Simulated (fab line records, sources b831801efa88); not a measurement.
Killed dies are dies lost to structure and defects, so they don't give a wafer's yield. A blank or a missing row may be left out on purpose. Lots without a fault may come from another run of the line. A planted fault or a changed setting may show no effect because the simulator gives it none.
A struck lot beside a sound one | flow sky130 | 15 steps out of a route of 708
Sound: wafers L770.2, L770.4, L770.6. Struck: wafers L778.2, L778.3, L778.5. The cause comes at the end.
At each step with rows: each side's tool, then ch and its chambers, then its first start. Under that, the readings that differ: sound wafers | struck wafers | difference of the means | sigmas: that difference in standard deviations of wafers without a fault.
alike: readings whose means differ by less than 2 such deviations, and words and numbers that are the same on both sides. not compared: withheld readings, readings that some wafer has no value for, bounds like >300 that may hide the same value, and numbers for which the record gives no deviation and whose values overlap.
The two part at a step that has a row with sigmas, a row that says differs or no value, or rows on one side only. Numbers that don't overlap but have no deviation are shown without sigmas and don't part them. A reading that every wafer of one side lacks parts them only if that side has two wafers or more.

SKY_METAL4_ETCH_16: etches BARC in N2/H2, stops on SiO2, time 91.81 s, target depth 60 nm.
  sound on rie_metal-01 ch 0, day 43 09:12; struck on rie_metal-04 ch 0,1, day 45 17:57
  alike: drypump_motor_current_A, oes_product_au, throttle_valve_pct
  not compared: rf_hours_counter_h
SKY_METAL4_ETCH_17: etches SiO2 in C4F8/O2/Ar, stops on TiN, time 3.9 s, target depth 15 nm.
  sound on rie_diel-03 ch 0,2,3, day 43 09:18; struck on rie_diel-04 ch 2,3, day 45 18:03
  reading            | sound          | struck         | difference | sigmas
  rf_fwd_power_W (W) | 1475 1469 1480 | 1462 1459 1461 | -14        | -2
  alike: oes_product_au
  not compared: rf_hours_counter_h
SKY_METAL4_METAL_ETCH_18: etches the open film in Cl2/BCl3, stops on SiO2, target depth 845 nm, time 183.1 s.
  sound on rie_metal-03 ch 0,1, day 43 09:19; struck on rie_metal-01 ch 0,1, day 45 18:04
  alike: drypump_motor_current_A, oes_product_au, rf_fwd_power_W, throttle_valve_pct
  not compared: rf_hours_counter_h
SKY_METAL4_STRIP_19: strips in O2/N2.
  sound on plasma_asher-02 ch 0,1, day 43 09:30; struck on plasma_asher-03 ch 0,1, day 45 18:14
  alike: drypump_motor_current_A, oes_product_au, strip_time_to_endpoint_s
  not compared: rf_hours_counter_h
then, 4 steps without rows for these wafers: SKY_METAL4_STRIP_20 (strips in post etch residue remover, time 1200 s); SKY_METAL4_CLEAN_21 (cleans in IPA, time 180 s); SKY_METAL4_CLEAN_22 (cleans in O3/DIW); SKY_VIA4_HDPCVD_00 (deposits SiO2, target thk 1750 nm, time 291.7 s).
SKY_VIA4_THK_MEAS_01:
  sound on film_metro-03, day 43 10:19; struck on film_metro-02, day 45 19:04
  alike: VIA4_HDPCVD_THK
SKY_VIA4_CMP_02: polishes SiO2.
  sound on cmp-02 ch 1,2,3, day 43 10:25; struck on cmp-01 ch 0,2, day 45 19:07
  alike: motor_current_A, slurry_filter_dp_kPa
SKY_VIA4_BOW_MEAS_03:
  sound on film_metro-01, day 43 10:41; struck on film_metro-01, day 45 19:26
  alike: VIA4_BOW
then, 1 step without rows for these wafers: SKY_VIA4_DEHYDRATE_04 (time 60 s).
SKY_VIA4_HMDS_05: prime time 60 s.
  sound on litho_track-02 ch 0, day 43 21:08; struck on litho_track-04 ch 0, day 46 05:09
  reading          | sound                | struck               | difference | sigmas
  prime_temp_c (C) | 119.98 120.09 120.22 | 113.76 113.77 113.69 | -6.36      | -42
then, 1 step without rows for these wafers: SKY_VIA4_COAT_06 (resist thk 1140 nm).
-- the record jumps here: 3 days lie between the struck wafers' starts before and after (it left off in module VIA4 and takes up again in module PAD_OPEN, whose first step shown is number 708 of the route) --
SKY_PAD_OPEN_PROBE_99:
  sound on prober-01, day 47 04:09; struck on prober-02, day 49 05:23
  alike: defect_limited_yield, killed_at_M0_to_M3, killed_at_M4_up, killed_at_contacts, killed_at_front_end, killed_at_other, killed_dies, killed_open, killed_short, sort_bin_3_pad_short, sort_bin_5_function, sort_bin_6_memory, sort_n_pass, sort_yield_pct

WHERE THEY PART
First at SKY_METAL4_ETCH_17; last, within this record, at SKY_VIA4_HMDS_05. Later steps at which nothing parts them and some readings are alike: SKY_PAD_OPEN_PROBE_99.

WHY: what the simulator had put in
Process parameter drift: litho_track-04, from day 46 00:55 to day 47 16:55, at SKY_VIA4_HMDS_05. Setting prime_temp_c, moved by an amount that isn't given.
